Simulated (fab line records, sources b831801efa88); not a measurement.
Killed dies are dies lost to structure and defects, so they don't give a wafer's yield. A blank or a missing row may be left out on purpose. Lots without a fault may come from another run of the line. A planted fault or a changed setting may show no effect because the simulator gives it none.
A struck lot beside a sound one | flow sfq_line | 14 steps out of a route of 325
Sound: wafers L575.3, L575.5, L575.6. Struck: wafers L571.5, L571.6. (L571.2 of the same lot was not struck and is left out.) The cause comes at the end.
At each step with rows: each side's tool, then ch and its chambers, then its first start. Under that, the readings that differ: sound wafers | struck wafers | difference of the means | sigmas: that difference in standard deviations of wafers without a fault.
alike: readings whose means differ by less than 2 such deviations, and words and numbers that are the same on both sides. not compared: withheld readings, readings that some wafer has no value for, bounds like >300 that may hide the same value, and numbers for which the record gives no deviation and whose values overlap.
The two part at a step that has a row with sigmas, a row that says differs or no value, or rows on one side only. Numbers that don't overlap but have no deviation are shown without sigmas and don't part them. A reading that every wafer of one side lacks parts them only if that side has two wafers or more.

first, 6 steps without rows for these wafers: SFQ_TRILAYER_M2_LITHO_COAT_062 (resist thk 62 nm); SFQ_TRILAYER_M2_LITHO_COAT_057 (resist thk 600 nm); SFQ_TRILAYER_M2_LITHO_SOFTBAKE_061; SFQ_TRILAYER_M2_LITHO_EXPOSE_058 (exposes mask M2, target cd 500 nm); SFQ_TRILAYER_M2_LITHO_PEB_060 (peb time 60 s); SFQ_TRILAYER_M2_LITHO_DEVELOP_059 (time 60 s).
SFQ_M2_OVL_MEAS_916:
  sound on overlay-02, day 27 07:38; struck on overlay-02, day 25 18:07
  alike: M2_OVL
SFQ_TRILAYER_M2_BARC_OPEN_METAL_ETCH_077: etches BARC in O2, target depth 125 nm, time 41.7 s.
  sound on rie_metal-02 ch 0,1, day 27 07:41; struck on rie_metal-01 ch 0,1, day 25 18:09
  reading                     | sound          | struck    | difference | sigmas
  drypump_motor_current_A (A) | 5.54 5.55 5.76 | 6.20 6.33 | +0.65      | +2
  alike: chamber_pressure_mTorr, oes_product_au
  not compared: rf_hours_counter_h
SFQ_TRILAYER_M2_ETCH_METAL_ETCH_060: etches Nb in Cl2/Ar, stops on SiO2, target depth 240 nm, time 120 s.
  sound on rie_metal-02 ch 0,1, day 27 07:48; struck on rie_metal-01 ch 0,1, day 25 18:13
  reading                     | sound          | struck    | difference | sigmas
  drypump_motor_current_A (A) | 5.55 5.55 5.79 | 6.21 6.33 | +0.64      | +2
  alike: chamber_pressure_mTorr, oes_product_au
  not compared: rf_hours_counter_h
SFQ_TRILAYER_M2_STRIP_STRIP_061: strips in O2.
  sound on rie_metal-02 ch 0,1, day 27 08:11; struck on rie_metal-01 ch 0,1, day 25 18:20
  reading                     | sound          | struck    | difference | sigmas
  drypump_motor_current_A (A) | 5.59 5.56 5.76 | 6.20 6.34 | +0.63      | +2
  alike: chamber_pressure_mTorr, oes_product_au
  not compared: rf_hours_counter_h
then, 1 step without rows for these wafers: SFQ_TRILAYER_M2_STRIP_SOLV_CLEAN_062 (cleans in NMP, time 600 s).
SFQ_TRILAYER_I2_DEP_PECVD_063: deposits SiO2 from SiH4/N2O, time 111.11 s, target thk 500 nm.
  sound on pecvd-02 ch 0,2, day 27 08:53; struck on pecvd-01 ch 1,2, day 25 19:08
  reading                                             | sound             | struck      | difference | sigmas
  run_length_s (s)                                    | 139.2 139.0 140.1 | 125.0 124.3 | -14.8      | -43
  model.SiO2_of_TRILAYER_I2_DEP_PECVD_063.thk_nm (nm) | 502.6 508.9 512.2 | 435.3 445.6 | -67.4      |
  alike: heater_power_w, showerhead_vpp_V, throttle_valve_pct
SFQ_TRILAYER_I2_CMP_CMP_064: polishes SiO2.
  sound on cmp-01 ch 1,2,3, day 28 15:35; struck on cmp-01 ch 1,2, day 26 15:39
  reading                | sound       | struck  | difference | sigmas
  time_to_endpoint_s (s) | 224 210 225 | 174 172 | -47        | -5
  alike: motor_current_A
SFQ_I2_BOW_MEAS_917:
  sound on film_metro-03, day 28 17:08; struck on film_metro-04, day 26 16:40
  alike: I2_BOW

WHERE THEY PART
First at SFQ_TRILAYER_M2_BARC_OPEN_METAL_ETCH_077; last, within this record, at SFQ_TRILAYER_I2_CMP_CMP_064. Later steps at which nothing parts them and some readings are alike: SFQ_I2_BOW_MEAS_917.

WHY: what the simulator had put in
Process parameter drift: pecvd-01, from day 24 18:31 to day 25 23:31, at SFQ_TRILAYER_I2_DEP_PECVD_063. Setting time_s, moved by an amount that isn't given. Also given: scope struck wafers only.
